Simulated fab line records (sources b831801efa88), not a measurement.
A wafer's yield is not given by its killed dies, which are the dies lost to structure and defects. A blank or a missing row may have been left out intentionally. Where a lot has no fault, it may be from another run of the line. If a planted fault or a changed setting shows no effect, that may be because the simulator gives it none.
Problem report, 8D (eight disciplines) form, completed by code || flow sky130 || the parts of the form that need people (team, actions taken, sign-off) are left out

## 1. THE ISSUE
tilt-deg at SKY_LDD_N_IMPLANT_12 reads a mean of 0.009 degrees on 6 wafers of 2 lots; wafers without a fault read 30.002 degrees with a standard deviation of 0.023. That is -99 or more standard deviations from the usual mean.
First seen on wafer L269.1, day 20 21:08, on implanter-01. The record has a number at this step for 39 wafers belonging to 13 lots. By rule, "out" or "out of limits" means more than 4 standard deviations away from the usual mean. All remaining wafers that have a number are taken as sound.

## 2. WHAT IT IS, AND WHAT IT ISN'T
{"question": "which readings at this step", "is": "tilt-deg", "is not": "faraday-current-uA"}
{"question": "which lots", "is": "L269, L273", "is not": "L261, L262, L263, L266, L271, L275, L278, L279, L280, L281, L283"}
{"question": "which wafers of those lots", "is": "all that have a number", "is not": "-"}
{"question": "read on which tools", "is": "implanter-01", "is not": "implanter-02, implanter-04"}
{"question": "when", "is": "from day 20 21:08", "is not": "up to then (12 sound wafers); but 21 sound wafers of L271, L275, L278, L279, L280, L281, L283 came after"}

## 3. WHAT RULES OUT EACH SUSPECT
Counting: a tool stays on the suspect list if, at a process step up to the reading, it processed all lots that are out and no sound lot following the first of them.
- rie-diel-03 at SKY_FIELD_ISO_ETCH_15 (etches the open film in CHF3/O2, stops on Si, target depth 180 nm, time 72 s): ruled out as a lasting fault. After its first lot that is out, L269 (day 3 21:13), sound lots L283 ran on it.
- implanter-01 at SKY_LDD_N_IMPLANT_12: ruled out as a lasting fault. After its first lot that is out, L269 (day 20 21:08), sound lots L279, L283 ran on it.
Left after counting: nothing in the record.

## 4. THE CAUSE (what the simulator had put in)
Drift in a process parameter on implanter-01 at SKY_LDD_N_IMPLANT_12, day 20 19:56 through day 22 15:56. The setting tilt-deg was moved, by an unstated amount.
Counting ruled it out, wrongly.

## 5. SEQUENCE OF EFFECTS, ordered by route
One row per reading whose mean, taken over the struck wafers that have a number, lies over 3 standard deviations from the usual. Readings are gone through only where the record gives a usual standard deviation; hours: the median, over the lots, of the time from a lot's start at the first step in this table giving one to that lot's start at this step; sigmas: the change measured in usual standard deviations.
{"hours": 0, "step": "SKY_LDD_N_IMPLANT_12", "reading": "tilt-deg", "usual": "30.002 degrees", "on struck wafers": 0.009, "change": -29.993, "sigmas": "-99 or more"}
Its process steps:
- SKY_LDD_N_IMPLANT_12
At these later measuring or inspecting steps, every struck wafer for which the step has a row has a number for every such reading, and none has moved that far: SKY_CONTACT_OVL_MEAS_15.

## 6. WHAT WOULD HAVE CAUGHT IT SOONER
In this record the first reading out of limits was taken at day 20 21:08, 1 hour after the fault began at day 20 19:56.
